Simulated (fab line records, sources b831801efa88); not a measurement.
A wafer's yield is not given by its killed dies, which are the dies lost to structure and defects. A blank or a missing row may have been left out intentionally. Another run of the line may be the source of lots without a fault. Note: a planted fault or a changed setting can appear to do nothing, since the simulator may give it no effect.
Matching of chambers / flow gf180mcu / 4 sister chambers for GF_CONTACT_CMP_04 on cmp-01
The step polishes SiO2. 8 wafers are shown with their chamber, then 12 later ones without.

== WAFERS, EACH WITH ITS CHAMBER ==
wafer=L084.5; chamber=2; motor_current_A (A)=13.2; time_to_endpoint_s (s)=114
wafer=L086.1; chamber=1; motor_current_A (A)=14.0; time_to_endpoint_s (s)=103
wafer=L087.1; chamber=0; motor_current_A (A)=14.1; time_to_endpoint_s (s)=104
wafer=L087.3; chamber=2; motor_current_A (A)=13.2; time_to_endpoint_s (s)=109
wafer=L087.6; chamber=3; motor_current_A (A)=13.0; time_to_endpoint_s (s)=106
wafer=L088.4; chamber=1; motor_current_A (A)=14.4; time_to_endpoint_s (s)=111
wafer=L088.5; chamber=3; motor_current_A (A)=12.9; time_to_endpoint_s (s)=106
wafer=L088.6; chamber=0; motor_current_A (A)=13.2; time_to_endpoint_s (s)=103

== WAFERS WITHOUT THEIR CHAMBER ==
wafer=L091.3; motor_current_A (A)=13.0; time_to_endpoint_s (s)=106
wafer=L091.5; motor_current_A (A)=12.5; time_to_endpoint_s (s)=110
wafer=L091.6; motor_current_A (A)=12.7; time_to_endpoint_s (s)=116
wafer=L092.3; motor_current_A (A)=12.0; time_to_endpoint_s (s)=107
wafer=L092.4; motor_current_A (A)=14.4; time_to_endpoint_s (s)=110
wafer=L092.6; motor_current_A (A)=12.5; time_to_endpoint_s (s)=110
wafer=L094.1; motor_current_A (A)=14.8; time_to_endpoint_s (s)=108
wafer=L094.2; motor_current_A (A)=12.7; time_to_endpoint_s (s)=97
wafer=L094.4; motor_current_A (A)=12.6; time_to_endpoint_s (s)=114
wafer=L097.1; motor_current_A (A)=13.4; time_to_endpoint_s (s)=115
wafer=L097.2; motor_current_A (A)=13.4; time_to_endpoint_s (s)=109
wafer=L097.3; motor_current_A (A)=13.5; time_to_endpoint_s (s)=106

== WHICH CHAMBER EACH ONE RAN IN ==
wafer=L091.3; from the rows above=can't be placed: 3 or 2 or 0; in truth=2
wafer=L091.5; from the rows above=can't be placed: 3 or 2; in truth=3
wafer=L091.6; from the rows above=can't be placed: 2 or 3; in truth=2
wafer=L092.3; from the rows above=can't be placed: 3 or 2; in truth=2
wafer=L092.4; from the rows above=can't be placed: 1 or 0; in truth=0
wafer=L092.6; from the rows above=can't be placed: 3 or 2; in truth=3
wafer=L094.1; from the rows above=can't be placed: 1 or 0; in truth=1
wafer=L094.2; from the rows above=can't be placed: 3 or 0 or 2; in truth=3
wafer=L094.4; from the rows above=can't be placed: 2 or 3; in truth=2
wafer=L097.1; from the rows above=can't be placed: 2 or 3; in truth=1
wafer=L097.2; from the rows above=can't be placed: 2 or 3 or 0 or 1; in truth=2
wafer=L097.3; from the rows above=can't be placed: 0 or 3 or 2 or 1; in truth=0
0 of 12 placed correctly. Unplaceable from these rows: 12, with the true chamber sitting among the candidates in 11. Wrongly placed: 0.
How it was worked out, from the rows above alone: a wafer's distance from a chamber is the root of the sum, over the readings, of the square of ((its reading less the chamber's mean) divided by the reading's scatter). If the next closest chamber is less than 2 further off than the closest, the wafer can't be placed; otherwise it belongs to the closest. A chamber's mean is the mean of its shown wafers. The scatter is the square root of a quotient: the sum, over the shown wafers, of each reading's squared deviation from its chamber's mean, divided by wafers minus chambers.
